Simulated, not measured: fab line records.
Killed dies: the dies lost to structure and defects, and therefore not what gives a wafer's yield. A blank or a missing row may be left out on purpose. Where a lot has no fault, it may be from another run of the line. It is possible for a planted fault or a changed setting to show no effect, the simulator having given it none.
Chamber matching    flow sky130    SKY_VIA1_CMP_24 on cmp-01: 4 sister chambers
The step polishes, stops on SiO2, t overpolish 15 s, target thk 0 nm. 8 wafers are shown with their chamber, then 9 later ones without.

## WAFERS PAIRED WITH THEIR CHAMBERS
wafer   chamber  motor current A (A)  time to endpoint s (s)
L938.3  0        10.2                 69
L951.2  0        10.8                 65
L952.2  1        12.6                 65
L952.3  2        12.7                 68
L952.5  3        12.6                 68
L955.1  1        12.9                 66
L955.3  3        13.8                 62
L955.5  2        13.2                 64

## WAFERS WITH NO CHAMBER GIVEN
wafer   motor current A (A)  time to endpoint s (s)
L956.2  10.2                 68
L956.4  14.2                 67
L956.5  12.9                 64
L957.2  13.1                 69
L957.3  10.5                 68
L957.6  13.4                 71
L958.1  10.3                 66
L958.2  14.1                 64
L958.3  12.9                 67

## THE CHAMBER EACH PASSED THROUGH
wafer   from the rows above           in truth
L956.2  0                             0
L956.4  can't be placed: 3 or 2 or 1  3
L956.5  can't be placed: 1 or 3 or 2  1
L957.2  can't be placed: 2 or 1 or 3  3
L957.3  0                             0
L957.6  can't be placed: 2 or 3 or 1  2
L958.1  0                             0
L958.2  can't be placed: 3 or 2 or 1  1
L958.3  can't be placed: 2 or 1 or 3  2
Placed correctly: 3 of 9. Cannot be placed on the basis of these rows: 6; the candidates contain the true chamber in 6. Wrongly placed: 0.
How it was worked out, from the rows above alone: a wafer's distance from a chamber is the root of the sum, over the readings, of the square of ((its reading less the chamber's mean) divided by the reading's scatter). The wafer belongs to the nearest chamber; if the next one is less than 2 further off, it can't be placed. Each chamber's mean is taken over the wafers shown for it. The scatter: take each reading less its chamber's mean, square it, sum over the shown wafers, divide by the number of wafers less the number of chambers, and take the root.
